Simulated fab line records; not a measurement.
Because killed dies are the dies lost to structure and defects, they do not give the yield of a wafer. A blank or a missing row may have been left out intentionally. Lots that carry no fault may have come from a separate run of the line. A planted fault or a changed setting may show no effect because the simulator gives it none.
Matching of chambers ; flow gf180mcu ; GF_V5_CMP_26 on cmp-01: 4 sister chambers
The step polishes, stops on SiO2, t overpolish 15 s, target thk 0 nm. 4 wafers are shown with their chamber, then 8 later ones without.

## WAFERS WITH THEIR CHAMBER
wafer;chamber;motor-current-A (A)
L722.4;3;12.0
L722.5;0;10.1
L722.6;1;11.2
L729.1;2;10.1

## WAFERS WITH NO CHAMBER GIVEN
wafer;motor-current-A (A)
L729.2;11.6
L729.3;12.1
L731.2;10.4
L731.3;10.2
L731.4;11.8
L733.1;10.4
L733.5;11.8
L733.6;9.9

## WHICH CHAMBER EACH ONE RAN IN
wafer;from the rows above;in truth
L729.2;can't be placed: 1 or 3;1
L729.3;3;3
L731.2;can't be placed: 0 or 2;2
L731.3;can't be placed: 0 or 2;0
L731.4;can't be placed: 3 or 1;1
L733.1;can't be placed: 0 or 2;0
L733.5;can't be placed: 3 or 1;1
L733.6;can't be placed: 0 or 2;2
Correctly placed: 1 of 8. Can't be placed from these rows: 7 (the true chamber is among the candidates in 7). Placed wrongly: 0.
How it was worked out, from the rows above alone: a wafer's distance from a chamber is the root of the sum, over the readings, of the square of ((its reading less the chamber's mean) divided by the reading's scatter). The wafer belongs to the nearest chamber; if the next one is less than 2 further off, it can't be placed. A chamber's mean is the mean of its shown wafers. The scatter: root of mean squared gap, hidden wafer to nearest shown wafer, with one shown wafer a chamber.
